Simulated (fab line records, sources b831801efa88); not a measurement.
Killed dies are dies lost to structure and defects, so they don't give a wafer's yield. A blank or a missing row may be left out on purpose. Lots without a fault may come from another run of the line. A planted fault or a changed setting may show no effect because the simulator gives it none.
A struck lot beside a sound one | flow sky130 | 15 steps out of a route of 708
Sound: wafers L478.2, L478.3, L478.5. Struck: wafers L481.1, L481.3, L481.4. The cause comes at the end.
At each step with rows: each side's tool, then ch and its chambers, then its first start. Under that, the readings that differ: sound wafers | struck wafers | difference of the means | sigmas: that difference in standard deviations of wafers without a fault.
alike: readings whose means differ by less than 2 such deviations, and words and numbers that are the same on both sides. not compared: withheld readings, readings that some wafer has no value for, bounds like >300 that may hide the same value, and numbers for which the record gives no deviation and whose values overlap.
The two part at a step that has a row with sigmas, a row that says differs or no value, or rows on one side only. Numbers that don't overlap but have no deviation are shown without sigmas and don't part them. A reading that every wafer of one side lacks parts them only if that side has two wafers or more.

first, 7 steps without rows for these wafers: SKY_POLY_GATE_HMDS_06 (prime time 60 s); SKY_POLY_GATE_COAT_07 (resist thk 110 nm); SKY_POLY_GATE_COAT_08 (resist thk 450 nm); SKY_POLY_GATE_SOFTBAKE_09 (time 90 s); SKY_POLY_GATE_EXPOSE_10 (exposes mask P1M, target cd 150 nm); SKY_POLY_GATE_PEB_11; SKY_POLY_GATE_DEVELOP_12 (develop time 60 s).
SKY_POLY_GATE_CD_MEAS_13: target cd 150 nm.
  sound on cd_sem-02, day 18 09:38; struck on cd_sem-02, day 18 23:32
  alike: cd_nm
SKY_POLY_GATE_OVL_MEAS_14:
  sound on overlay-02, day 18 09:44; struck on overlay-01, day 18 23:40
  alike: POLY_GATE_OVL
SKY_POLY_GATE_ETCH_15: etches BARC in N2/H2, stops on SiO2, time 118.5 s, target depth 110 nm.
  sound on rie_diel-01 ch 0,1,2, day 18 09:46; struck on rie_diel-01 ch 0,1,3, day 18 23:42
  alike: chamber_pressure_mTorr, drypump_motor_current_A, oes_product_au, throttle_valve_pct
  not compared: rf_hours_counter_h
SKY_POLY_GATE_ETCH_16: etches Si3N4 in CH3F/O2, stops on poly-Si, time 147.5 s, target depth 75 nm.
  sound on rie_diel-01 ch 0,1,2, day 18 09:51; struck on rie_diel-01 ch 0,1,3, day 18 23:47
  reading               | sound             | struck            | difference | sigmas
  oes_product_au (a.u.) | 0.648 0.649 0.642 | 0.635 0.631 0.641 | -0.011     | -2
  alike: chamber_pressure_mTorr, drypump_motor_current_A, throttle_valve_pct
  not compared: rf_hours_counter_h
SKY_POLY_GATE_ETCH_17: etches poly-Si in HBr/Cl2, stops on SiO2, target depth 180 nm, time 70.5 s.
  sound on rie_si-01 ch 0,1,3, day 18 09:57; struck on rie_si-01 ch 0,1,2, day 18 23:53
  alike: chamber_pressure_mTorr, drypump_motor_current_A, oes_product_au, throttle_valve_pct
  not compared: rf_hours_counter_h
SKY_POLY_GATE_STRIP_18: strips in O2/N2.
  sound on plasma_asher-01 ch 0,1, day 18 10:01; struck on plasma_asher-01 ch 0,1, day 18 23:56
  reading             | sound             | struck            | difference | sigmas
  n2_flow_sccm (sccm) | 299.6 299.0 299.8 | 361.2 359.8 360.9 | +61.2      | +80
  alike: chamber_pressure_mTorr, drypump_motor_current_A, oes_product_au, strip_time_to_endpoint_s
  not compared: rf_hours_counter_h
then, 1 step without rows for these wafers: SKY_POLY_GATE_CLEAN_19 (cleans in SC1/SC2, time 150 s).
-- the record jumps here: 29 days lie between the struck wafers' starts before and after (it left off in module POLY_GATE and takes up again in module PAD_OPEN, whose first step shown is number 708 of the route) --
SKY_PAD_OPEN_PROBE_99:
  sound on prober-01, day 46 23:37; struck on prober-02, day 47 11:58
  alike: killed_at_M0_to_M3, killed_at_M4_up, killed_at_contacts, killed_at_front_end, killed_at_other, killed_dies, killed_open, killed_short

WHERE THEY PART
First at SKY_POLY_GATE_ETCH_16; last, within this record, at SKY_POLY_GATE_STRIP_18. Later steps at which nothing parts them and some readings are alike: SKY_PAD_OPEN_PROBE_99.

WHY: what the simulator had put in
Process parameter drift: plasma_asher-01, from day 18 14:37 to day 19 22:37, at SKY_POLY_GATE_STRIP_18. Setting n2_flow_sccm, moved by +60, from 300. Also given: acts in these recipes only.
